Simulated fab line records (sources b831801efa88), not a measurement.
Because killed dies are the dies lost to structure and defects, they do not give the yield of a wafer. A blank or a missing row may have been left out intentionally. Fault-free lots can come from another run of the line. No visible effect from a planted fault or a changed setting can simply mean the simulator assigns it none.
Code-filled problem report in 8D (eight disciplines) form || flow sky130 || the parts of the form that need people (team, actions taken, sign-off) are left out

== 1. WHAT WENT WRONG ==
heater-power-total-W at SKY_VT_ADJUST_HVTP_SOFTBAKE_03 reads a mean of 57.33 W on 2 wafers of 2 lots; wafers without a fault read 56.60 W with a standard deviation of 0.044. That is +16 standard deviations from the usual mean.
The step: time 60 s.
First observed at day 7 16:01: wafer L817.3, on litho-track-03. Wafers with a number at this step in the record: 39, from 13 lots. By rule, "out" or "out of limits" means more than 4 standard deviations away from the usual mean. The rest of the wafers with a number are treated as sound.

== 2. WHAT IT IS AND WHAT IT IS NOT ==
{"question": "which readings at this step", "is": "heater-power-total-W, run-length-s", "is not": "resist-line-temp-C"}
{"question": "which lots", "is": "L817, L818", "is not": "L810, L813, L820, L822, L825, L828, L829, L830, L831, L832, L833"}
{"question": "which wafers of those lots", "is": "L817.3, L818.3", "is not": "L817.2, L817.6, L818.5, L818.6"}
{"question": "read on which tools", "is": "litho-track-03", "is not": "litho-track-02, litho-track-04"}
{"question": "when", "is": "from day 7 16:01", "is not": "up to then (8 sound wafers); but 29 sound wafers of L818, L820, L822, L825, L828, L829, L830, L831, L832, L833 came after"}

== 3. WHAT RULES OUT EACH SUSPECT ==
Counting: if a tool at a process step up to the reading ran every lot that is out, it stays a suspect. Sound lots after the first of them don't rule it out here, since some wafers of a struck lot are sound.
- litho-track-03 at SKY_VT_ADJUST_HVTP_SOFTBAKE_03 (time 60 s): kept. Ran every lot that is out, first one L817 (day 7 16:01); last sound lot up to then L813 (day 6 18:24). On those wafers its own readings are out: heater-power-total-W, run-length-s.
Left after counting: litho-track-03 at SKY_VT_ADJUST_HVTP_SOFTBAKE_03.

== 4. THE CAUSE (what the simulator had put in) ==
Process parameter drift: litho-track-03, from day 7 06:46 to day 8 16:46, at SKY_VT_ADJUST_HVTP_SOFTBAKE_03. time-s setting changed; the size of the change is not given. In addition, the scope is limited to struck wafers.
Counting left only this tool.

== 5. THE CHAIN OF EFFECTS, in route order ==
Rows list readings where the struck wafers' mean (over those with a number) sits beyond 3 standard deviations from the usual. Only readings whose record carries a usual standard deviation are examined. hours: median over the lots of the time between each lot's start at the first step of this table that gives one and its start at this step. sigmas: the change, counted in usual standard deviations.
{"hours": 0, "step": "SKY_VT_ADJUST_HVTP_SOFTBAKE_03", "reading": "heater-power-total-W", "usual": "56.60 W", "on struck wafers": 57.33, "change": "+0.73", "sigmas": "+16"}
{"hours": 0, "step": "SKY_VT_ADJUST_HVTP_SOFTBAKE_03", "reading": "run-length-s", "usual": "89.1 s", "on struck wafers": 86.5, "change": -2.5, "sigmas": -7.1}
Its process steps:
- SKY_VT_ADJUST_HVTP_SOFTBAKE_03: time 60 s.

== 6. HOW IT WOULD HAVE BEEN CAUGHT EARLIER ==
In this record the first reading out of limits was taken at day 7 16:01, 9 hours after the fault began at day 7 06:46.
